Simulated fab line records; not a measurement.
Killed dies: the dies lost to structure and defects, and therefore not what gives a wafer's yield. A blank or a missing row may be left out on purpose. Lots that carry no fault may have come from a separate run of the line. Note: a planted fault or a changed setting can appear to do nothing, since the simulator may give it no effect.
Which tool is to blame? / flow gf180mcu / Sampling: 14 lots, 42 wafers, 5 of 602 route steps

WHAT THE GAUGES SHOWED, per wafer
GF_STI_CD_MEAS_12: target cd 220 nm.
lot=L314; measured=day 2 08:23; on=cd sem-01; cd nm (nm)=218.0 218.7 219.3
lot=L315; measured=day 2 11:40; on=cd sem-01; cd nm (nm)=220.2 220.1 220.1
lot=L316; measured=day 2 16:14; on=cd sem-02; cd nm (nm)=220.6 220.9 220.7
lot=L317; measured=day 2 21:26; on=cd sem-02; cd nm (nm)=219.9 219.2 218.6
lot=L320; measured=day 3 13:44; on=cd sem-01; cd nm (nm)=218.6 217.0 217.2
lot=L321; measured=day 3 17:38; on=cd sem-02; cd nm (nm)=219.8 219.0 219.6
lot=L323; measured=day 4 04:53; on=cd sem-01; cd nm (nm)=219.8 219.4 220.1
lot=L324; measured=day 4 11:19; on=cd sem-02; cd nm (nm)=219.8 218.0 217.4
lot=L329; measured=day 5 11:00; on=cd sem-02; cd nm (nm)=218.3 217.3 218.8
lot=L330; measured=day 5 17:58; on=cd sem-01; cd nm (nm)=220.8 221.7 219.8
lot=L332; measured=day 6 05:34; on=cd sem-02; cd nm (nm)=220.3 220.3 219.3
lot=L333; measured=day 6 12:43; on=cd sem-01; cd nm (nm)=218.9 220.2 218.5
lot=L335; measured=day 6 20:36; on=cd sem-02; cd nm (nm)=220.9 220.9 219.4
lot=L336; measured=day 7 03:04; on=cd sem-01; cd nm (nm)=221.0 220.5 221.3

GF_STI_THK_MEAS_22.
lot=L314; measured=day 2 10:14; on=film metro-04; STI_OXIDATION_01_THK (nm)=14.83 14.83 14.87
lot=L315; measured=day 2 15:01; on=film metro-04; STI_OXIDATION_01_THK (nm)=14.85 14.64 14.59
lot=L316; measured=day 2 18:39; on=film metro-01; STI_OXIDATION_01_THK (nm)=14.55 14.51 14.48
lot=L317; measured=day 2 23:47; on=film metro-04; STI_OXIDATION_01_THK (nm)=14.38 14.32 14.54
lot=L320; measured=day 3 15:35; on=film metro-03; STI_OXIDATION_01_THK (nm)=14.47 14.53 14.67
lot=L321; measured=day 3 21:00; on=film metro-04; STI_OXIDATION_01_THK (nm)=14.79 14.84 14.77
lot=L323; measured=day 4 06:44; on=film metro-03; STI_OXIDATION_01_THK (nm)=14.54 14.42 14.39
lot=L324; measured=day 4 13:40; on=film metro-01; STI_OXIDATION_01_THK (nm)=15.62 15.40 15.38
lot=L329; measured=day 5 15:34; on=film metro-04; STI_OXIDATION_01_THK (nm)=14.76 14.58 14.64
lot=L330; measured=day 5 23:54; on=film metro-03; STI_OXIDATION_01_THK (nm)=15.29 15.27 15.26
lot=L332; measured=day 6 11:50; on=film metro-03; STI_OXIDATION_01_THK (nm)=14.86 14.93 14.84
lot=L333; measured=day 6 17:28; on=film metro-01; STI_OXIDATION_01_THK (nm)=14.81 14.85 14.83
lot=L335; measured=day 6 22:35; on=film metro-04; STI_OXIDATION_01_THK (nm)=14.98 14.84 14.96
lot=L336; measured=day 7 05:17; on=film metro-01; STI_OXIDATION_01_THK (nm)=14.89 14.66 14.76

GF_DNWELL_TW_MEAS_09.
lot=L314; measured=day 3 02:28; on=film metro-04; DNWELL_TW=1350 1359 1352
lot=L315; measured=day 3 07:16; on=film metro-02; DNWELL_TW=1365 1356 1347
lot=L316; measured=day 3 10:15; on=film metro-01; DNWELL_TW=1355 1357 1354
lot=L317; measured=day 3 15:41; on=film metro-01; DNWELL_TW=1362 1356 1359
lot=L320; measured=day 4 07:22; on=film metro-01; DNWELL_TW=1346 1355 1341
lot=L321; measured=day 4 13:12; on=film metro-04; DNWELL_TW=1363 1365 1374
lot=L323; measured=day 5 00:48; on=film metro-04; DNWELL_TW=1351 1364 1356
lot=L324; measured=day 5 06:02; on=film metro-04; DNWELL_TW=1364 1369 1365
lot=L329; measured=day 6 09:01; on=film metro-02; DNWELL_TW=1449 1459 1459 1464 1452 1456
lot=L330; measured=day 6 21:10; on=film metro-04; DNWELL_TW=1486 1485 1478 1478 1480 1484
lot=L332; measured=day 7 08:31; on=film metro-01; DNWELL_TW=1360 1357 1356
lot=L333; measured=day 7 11:07; on=film metro-02; DNWELL_TW=1346 1354 1354
lot=L335; measured=day 7 16:34; on=film metro-01; DNWELL_TW=1370 1368 1370
lot=L336; measured=day 8 01:36; on=film metro-01; DNWELL_TW=1349 1351 1347

GF_LVPWELL_OVL_MEAS_07.
lot=L314; measured=day 4 04:50; on=overlay-01; LVPWELL_OVL (nm)=1.1 0.3 1.2
lot=L315; measured=day 4 10:13; on=overlay-01; LVPWELL_OVL (nm)=-0.4 -0.2 1.1
lot=L316; measured=day 4 13:16; on=overlay-01; LVPWELL_OVL (nm)=0.4 -1.4 -0.8
lot=L317; measured=day 4 18:20; on=overlay-01; LVPWELL_OVL (nm)=-0.7 -0.3 -0.6
lot=L320; measured=day 5 11:19; on=overlay-01; LVPWELL_OVL (nm)=2.1 1.4 0.5
lot=L321; measured=day 5 17:19; on=overlay-01; LVPWELL_OVL (nm)=0.9 1.1 -1.3
lot=L323; measured=day 6 04:30; on=overlay-02; LVPWELL_OVL (nm)=-0.2 2.5 0.8
lot=L324; measured=day 6 10:02; on=overlay-02; LVPWELL_OVL (nm)=1.0 2.5 2.3
lot=L329; measured=day 7 14:36; on=overlay-02; LVPWELL_OVL (nm)=2.0 1.4 0.7
lot=L330; measured=day 8 04:58; on=overlay-01; LVPWELL_OVL (nm)=1.3 1.8 2.3
lot=L332; measured=day 8 17:43; on=overlay-02; LVPWELL_OVL (nm)=1.1 0.1 0.7
lot=L333; measured=day 8 20:02; on=overlay-02; LVPWELL_OVL (nm)=1.8 2.1 1.2
lot=L335; measured=day 9 00:22; on=overlay-01; LVPWELL_OVL (nm)=-1.8 -0.7 -2.2
lot=L336; measured=day 9 11:14; on=overlay-02; LVPWELL_OVL (nm)=0.1 -0.3 -1.0

TOOL THAT RAN EACH LOT (tool first, then ch and the chambers of the sampled wafers, then the start)
lot=L314; GF_DNWELL_IMPLANT_07=implanter-02 ch 0, day 3 02:13
lot=L315; GF_DNWELL_IMPLANT_07=implanter-04 ch 0, day 3 07:01
lot=L316; GF_DNWELL_IMPLANT_07=implanter-02 ch 0, day 3 10:01
lot=L317; GF_DNWELL_IMPLANT_07=implanter-01 ch 0, day 3 15:26
lot=L320; GF_DNWELL_IMPLANT_07=implanter-04 ch 0, day 4 07:07
lot=L321; GF_DNWELL_IMPLANT_07=implanter-01 ch 0, day 4 12:58
lot=L323; GF_DNWELL_IMPLANT_07=implanter-02 ch 0, day 5 00:34
lot=L324; GF_DNWELL_IMPLANT_07=implanter-04 ch 0, day 5 05:47
lot=L329; GF_DNWELL_IMPLANT_07=implanter-02 ch 0, day 6 08:47
lot=L330; GF_DNWELL_IMPLANT_07=implanter-02 ch 0, day 6 20:55
lot=L332; GF_DNWELL_IMPLANT_07=implanter-04 ch 0, day 7 08:16
lot=L333; GF_DNWELL_IMPLANT_07=implanter-04 ch 0, day 7 10:52
lot=L335; GF_DNWELL_IMPLANT_07=implanter-01 ch 0, day 7 16:20
lot=L336; GF_DNWELL_IMPLANT_07=implanter-04 ch 0, day 8 01:22
- GF_DNWELL_IMPLANT_07

AS READ BY THE TOOLS THEMSELVES (means over the sampled wafers that have a number; for cases with no such wafer, the mark the record gives instead)
GF_DNWELL_IMPLANT_07.
lot=L314; tool=implanter-02; dose ions cm2=1.0002e+13; faraday current uA=56.8; tilt deg (degrees)=0.012
lot=L315; tool=implanter-04; dose ions cm2=9.9997e+12; faraday current uA=57.7; tilt deg (degrees)=0.019
lot=L316; tool=implanter-02; dose ions cm2=1.0002e+13; faraday current uA=57.0; tilt deg (degrees)=0.014
lot=L317; tool=implanter-01; dose ions cm2=1.0010e+13; faraday current uA=57.2; tilt deg (degrees)=-0.030
lot=L320; tool=implanter-04; dose ions cm2=9.9947e+12; faraday current uA=56.5; tilt deg (degrees)=0.001
lot=L321; tool=implanter-01; dose ions cm2=1.0012e+13; faraday current uA=55.4; tilt deg (degrees)=0.009
lot=L323; tool=implanter-02; dose ions cm2=1.0011e+13; faraday current uA=56.8; tilt deg (degrees)=0.010
lot=L324; tool=implanter-04; dose ions cm2=1.0003e+13; faraday current uA=56.1; tilt deg (degrees)=-0.006
lot=L329; tool=implanter-02; dose ions cm2=1.2600e+13; faraday current uA=72.5; tilt deg (degrees)=0.007
lot=L330; tool=implanter-02; dose ions cm2=1.2604e+13; faraday current uA=72.3; tilt deg (degrees)=-0.017
lot=L332; tool=implanter-04; dose ions cm2=9.9887e+12; faraday current uA=57.1; tilt deg (degrees)=-0.005
lot=L333; tool=implanter-04; dose ions cm2=1.0004e+13; faraday current uA=55.9; tilt deg (degrees)=-0.019
lot=L335; tool=implanter-01; dose ions cm2=1.0014e+13; faraday current uA=57.0; tilt deg (degrees)=-0.010
lot=L336; tool=implanter-04; dose ions cm2=1.0004e+13; faraday current uA=54.8; tilt deg (degrees)=-0.030

THE ANSWER, worked out from the rows above alone
Rule: usual is defined by the lots themselves. Put in order of their means at a reading, lots are off if they are a third of the lots or fewer, leave a main group of 4 or more, and stand apart from it by a gap of 3 or more times the standard deviation of the main group's means; of several such gaps the widest counts. If all means in a main group match to the digits the tables above print for the reading, that group is not used. Also off: a lot with no number at a reading for which 4 or more lots have one. All remaining lots with rows at the step are treated as sound. After the gauges, taken in route order, come the tools' own readings; for these a lot's mean is taken, as printed above. At the first step where some lot is off, the reading lying furthest off is the one used; lots without a number count as furthest.
Off: L329, L330, at GF_DNWELL_TW_MEAS_09 (DNWELL_TW). The main group: mean 1357, standard deviation 6.7.
A tool fits if, at a process step before that reading, it ran every lot that is off, and no sound lot after the first of them. The gauges at GF_DNWELL_TW_MEAS_09 aren't tried: what is off there is off at GF_DNWELL_IMPLANT_07 too, on other tools, and a gauge's error can't cause that. One candidate fits, namely implanter-02 at GF_DNWELL_IMPLANT_07. A fault onset in the window from L323 (day 5 00:34, its last sound lot) to L329 (day 6 08:47, its first lot off) fits.
The tool's own readings at GF_DNWELL_IMPLANT_07 bear it out: on the lots that are off they differ by more than 5 times the standard deviation of the sound lots' means. dose ions cm2 reads 1.2602e+13 there against 1.0004e+13 on the sound lots; faraday current uA reads 72.4 there against 56.5 on the sound lots.

WHAT THE SIMULATOR HAD INSERTED
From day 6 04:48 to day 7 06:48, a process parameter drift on implanter-02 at GF_DNWELL_IMPLANT_07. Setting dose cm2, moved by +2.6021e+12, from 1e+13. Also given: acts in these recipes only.
Shown lots that were struck: L329, L330. This agrees with what the rule above found.
